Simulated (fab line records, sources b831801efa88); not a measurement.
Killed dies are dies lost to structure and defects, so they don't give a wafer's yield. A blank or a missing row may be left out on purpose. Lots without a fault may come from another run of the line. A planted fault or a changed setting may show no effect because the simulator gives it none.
fab line records | flow sky130
record lots=14 wafers=42 last_day=50
route steps=708 shown VIA4@640
lots that met no fault: from a run of the same line without faults
start_h: hours from the record's first day to the start of the lot's first wafer shown | wait_h: hours since the lot's step before | " the same as in the row above | L1.1+2: a row that stands for several wafers | - no value, or no start given | * or withheld: withheld | < > ~ a bound
route shown NAME@n: a module of which the file shows steps, and the number in the route of the first | usual: mean/standard deviation of fault-free wafers | same: alike in all rows | chamber/n: place in a boat | sites: the reading at each site | _std_site: their standard deviation | _edge_site: outer sites' mean less inner sites' | radius_mm: how far each site lies from the wafer's centre | mask NAME#n: copy n | behind: the tool/chamber that last shaped the wafer | hold: why the lot was held/for how many hours/how that ended | device: the transistor (n, p or np) that didn't switch | end of line: the same wafers' tests at the end of the route | a step without rows: its recipe alone | killed: dies lost to structure and defects at the first sort, not the wafer's yield | map: a wafer's dies, x killed, . not, _ none there
set.NAME: the setting as run; set.NAME@STEP: as run at that earlier step | model.NAME: the simulator's own value behind a step, which no gauge read
steps of the route over a sample of lots; a table a step, a row a wafer
services: from which hour (start_h, from the record's first day; less than 0 if before it) a tool's chamber was out of use, for how many hours, and why
## steps
# step SKY_VIA4_THK_MEAS_01
# recipe reads=SiO2_of_VIA4_HDPCVD_00
# usual VIA4_HDPCVD_THK=1744/22
# columns lot.wafer tool chamber start_h wait_h VIA4_HDPCVD_THK[nm]
L576.2 film_metro-04 - 1005.22 0.1 1771
L576.3 " - " " 1746
L576.5 " - " " 1765
L578.1 film_metro-04 - 1015.02 0.1 1749
L578.2 " - " " 1712
L578.6 " - " " 1734
L577.4 film_metro-04 - 1016.59 0.0 1754
L577.5 " - " " 1762
L577.6 " - " " 1699
L580.1 film_metro-03 - 1022.71 0.1 1739
L580.3 " - " " 1704
L580.6 " - " " 1757
L586.1 film_metro-03 - 1057.74 0.1 1745
L586.2 " - " " 1762
L586.3 " - " " 1754
L587.1 film_metro-03 - 1061.29 0.1 1751
L587.4 " - " " 1761
L587.5 " - " " 1744
L590.3 film_metro-03 - 1081.95 0.1 1736
L590.4 " - " " 1746
L590.6 " - " " 1744
L592.1 film_metro-01 - 1091.56 0.1 1717
L592.3 " - " " 1720
L592.6 " - " " 1729
L593.1 film_metro-01 - 1097.75 0.1 1757
L593.5 " - " " 1728
L593.6 " - " " 1715
L594.2 film_metro-04 - 1105.96 0.1 1756
L594.3 " - " " 1779
L594.6 " - " " 1727
L595.2 film_metro-03 - 1108.61 0.1 1723
L595.5 " - " " 1735
L595.6 " - " " 1723
L597.3 film_metro-01 - 1124.89 0.1 1757
L597.4 " - " " 1771
L597.5 " - " " 1727
L596.2 film_metro-01 - 1127.57 0.1 1758
L596.4 " - " " 1765
L596.5 " - " " 1805
L598.1 film_metro-04 - 1128.26 0.1 1753
L598.3 " - " " 1718
L598.5 " - " " 1716
# step SKY_VIA4_EXPOSE_08
# recipe mask_id=VIM4 na=0.6 source_shape=conventional sigma_outer=0.6 polarization=unpolarized target_cd_nm=800 dose_mj=132
# usual exposure_dose_mJ_cm2=132.00/0.13 focus_offset_nm=0.0/0.48
# columns lot.wafer tool chamber start_h wait_h mask exposure_dose_mJ_cm2 focus_offset_nm
L576.2 iline_stepper-01 0 1016.89 - VIM4#0 132.09 -0.3
L576.3 " 0 " " VIM4#0 132.16 -0.4
L576.5 " 0 " " VIM4#0 132.00 0.3
L578.1 iline_stepper-01 0 1027.62 - VIM4#0 131.83 -0.3
L578.2 " 0 " " VIM4#0 131.74 0.7
L578.6 " 0 " " VIM4#0 132.03 0.3
L577.4 iline_stepper-02 0 1029.20 - VIM4#0 132.04 -0.4
L577.5 " 0 " " VIM4#0 131.85 0.6
L577.6 " 0 " " VIM4#0 132.01 -0.1
L580.1 iline_stepper-02 0 1034.62 - VIM4#0 131.91 -0.2
L580.3 " 0 " " VIM4#0 132.19 -0.7
L580.6 " 0 " " VIM4#0 132.12 -0.3
L586.1 iline_stepper-01 - 1069.24 - VIM4#0 - -
L586.2 " - " " VIM4#0 - -
L586.3 " - " " VIM4#0 - -
L587.1 iline_stepper-01 - 1072.85 - VIM4#0 - -
L587.4 " - " " VIM4#0 - -
L587.5 " - " " VIM4#0 - -
L590.3 iline_stepper-01 0 1092.86 - VIM4#0 131.82 0.3
L590.4 " 0 " " VIM4#0 131.78 0.2
L590.6 " 0 " " VIM4#0 131.87 -0.1
L592.1 iline_stepper-01 0 1102.47 - VIM4#0 132.19 0.2
L592.3 " 0 " " VIM4#0 131.98 -0.4
L592.6 " 0 " " VIM4#0 132.02 0.2
L593.1 iline_stepper-01 0 1107.74 - VIM4#0 132.00 -0.2
L593.5 " 0 " " VIM4#0 132.14 -0.3
L593.6 " 0 " " VIM4#0 131.91 0.1
L594.2 iline_stepper-02 0 1117.12 - VIM4#0 132.09 0.6
L594.3 " 0 " " VIM4#0 131.98 -0.3
L594.6 " 0 " " VIM4#0 132.04 0.7
L595.2 iline_stepper-02 0 1120.02 - VIM4#0 131.99 0.6
L595.5 " 0 " " VIM4#0 131.99 0.7
L595.6 " 0 " " VIM4#0 132.05 0.5
L597.3 iline_stepper-01 0 1134.50 - VIM4#0 131.96 0.0
L597.4 " 0 " " VIM4#0 132.05 0.4
L597.5 " 0 " " VIM4#0 131.95 -1.3
L596.2 iline_stepper-02 0 1137.78 - VIM4#0 132.13 -0.4
L596.4 " 0 " " VIM4#0 131.84 -1.2
L596.5 " 0 " " VIM4#0 131.99 -0.6
L598.1 iline_stepper-02 0 1138.77 - VIM4#0 131.95 0.4
L598.3 " 0 " " VIM4#0 131.74 -0.3
L598.5 " 0 " " VIM4#0 131.73 -0.4
## services
# columns tool chamber start_h hours kind
iline_stepper-02 - 1000.89 20.7 repair
iline_stepper-01 - 1024.10 0.6 repair
iline_stepper-01 - 1041.79 1.7 pm
iline_stepper-01 0 1045.42 - calibration
iline_stepper-01 - 1066.67 2.3 repair
iline_stepper-02 0 1117.79 - calibration
## key
first_sign step=SKY_VIA4_EXPOSE_08 reading=tool_record direction=missing
effect none on later readings
met_at SKY_VIA4_EXPOSE_08
struck_lots L586,L587
later_rows_left_out L586.1,L586.2,L586.3,L587.1,L587.4,L587.5
sort_left_out L586.1,L586.2,L586.3,L587.1,L587.4,L587.5
not_acting_at SKY_VIA4_THK_MEAS_01
onset_between 1027.62 1069.24
fault kind=skipped_step_whole tool=iline_stepper-01 chamber=- onset_h=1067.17 steps=SKY_VIA4_EXPOSE_08 scope=struck_lots_only
# sort_left_out: the simulated sort isn't trusted on such a fault, so these wafers' sort isn't shown, and their yield isn't known
# later_rows_left_out: the simulator's readings of these wafers behind a module that went badly wrong aren't trusted and aren't shown, but for the sort
